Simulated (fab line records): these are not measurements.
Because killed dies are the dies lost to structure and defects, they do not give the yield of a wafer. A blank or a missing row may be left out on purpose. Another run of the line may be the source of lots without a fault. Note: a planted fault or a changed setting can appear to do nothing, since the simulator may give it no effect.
Shared-tool check -- flow gf180mcu -- Sample size 12 lots and 36 wafers

## WHAT PROMPTED THE OPENING
2 of 12 lots carry a flag on the reading NSD_OVL at GF_NSD_OVL_MEAS_08. Fault-free wafers read -1.4 nm, with a standard deviation of 1.2.
Rule: flag the lot when none of its wafers has a number, or when each of its wafers that has one lies beyond 4 standard deviations from that mean. The other lots count as sound.

lot,measured,on,"NSD_OVL (nm), wafer by wafer",flag
L869,day 13 11:59,overlay-01,-3.2 -4.1 -3.0,
L870,day 13 20:08,overlay-02,-4.4 -3.4 -2.2,
L871,day 14 01:16,overlay-01,-1.5 -2.1 -2.9,
L872,day 14 17:50,overlay-01,-2.3 -2.1 -1.4,
L873,day 14 23:03,overlay-02,-1.1 -2.2 1.5,
L874,day 15 18:12,overlay-02,0.1 -1.0 -1.9,
L875,day 15 22:18,overlay-02,-1.1 -1.6 -0.9,
L876,day 16 04:44,overlay-02,-1.8 -0.7 -1.8,
L884,day 18 16:54,overlay-01,-83.9 -85.0 -83.9,FLAGGED
L885,day 19 02:57,overlay-01,-85.2 -84.6 -83.5,FLAGGED
L888,day 20 06:22,overlay-01,-0.1 0.5 -1.2,
L892,day 21 10:11,overlay-01,-2.4 -2.5 -3.0,
The numbers of the flagged lots are -84.3 nm on average: -82.9 nm against the usual, or -69 standard deviations.

## WHICH TOOL EACH LOT WENT THROUGH
The record keeps 1 process step preceding the reading, out of 602 steps on the route. Cell contents, in order: the tool; ch with the chambers the sampled wafers went through; the start.
lot,flag,GF_NSD_EXPOSE_04
L869,,"iline-stepper-01 ch 0, day 13 02:07"
L870,,"iline-stepper-01 ch 0, day 13 10:11"
L871,,"iline-stepper-02 ch 0, day 13 14:55"
L872,,"iline-stepper-01 ch 0, day 14 07:45"
L873,,"iline-stepper-02 ch 0, day 14 12:27"
L874,,"iline-stepper-01 ch 0, day 15 07:54"
L875,,"iline-stepper-01 ch 0, day 15 11:28"
L876,,"iline-stepper-01 ch 0, day 15 17:35"
L884,FLAGGED,"iline-stepper-01 ch 0, day 18 04:32"
L885,FLAGGED,"iline-stepper-01 ch 0, day 18 15:01"
L888,,"iline-stepper-02 ch 0, day 19 18:08"
L892,,"iline-stepper-02 ch 0, day 20 21:58"
These steps, and what they do:
- GF_NSD_EXPOSE_04: exposes mask Nplus, target cd 400 nm.
- GF_NSD_OVL_MEAS_08

## FLAGGED AGAINST TOTAL, ONE TOOL AT A TIME (gauges that did the reading follow at the end)
step,tool,lots run,flagged,share of the flagged lots,sound lots run after its first flagged lot
GF_NSD_EXPOSE_04,iline-stepper-01,8,2,all,0
GF_NSD_EXPOSE_04,iline-stepper-02,4,0,none,-
GF_NSD_OVL_MEAS_08,overlay-01,7,2,all,"2 (L888,L892)"
GF_NSD_OVL_MEAS_08,overlay-02,5,0,none,-

## THE TABLE: WHAT IT ALLOWS
iline-stepper-01 at GF_NSD_EXPOSE_04 and overlay-01 at GF_NSD_OVL_MEAS_08 are the 2 rows of the table that ran each flagged lot.
- iline-stepper-01 at GF_NSD_EXPOSE_04 ran 8 lots, 2 of them flagged. It ran its last sound lot, L876, at day 15 17:35 and its first flagged lot, L884, at day 18 04:32: a fault with its onset between the two fits.
- overlay-01 at GF_NSD_OVL_MEAS_08 ran 7 lots, 2 of them flagged. Sound lots followed the first flagged one (L888, L892) on it, something a lasting fault affecting the whole tool could not allow.
Just one tool remains: iline-stepper-01 at GF_NSD_EXPOSE_04.

## WHAT THE SIMULATOR HAD INSERTED
Scanner matching overlay: iline-stepper-01, from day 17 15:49 on, at GF_NSD_EXPOSE_04. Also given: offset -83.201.
Lots struck among those shown: L884, L885. The same result came from the rule above.
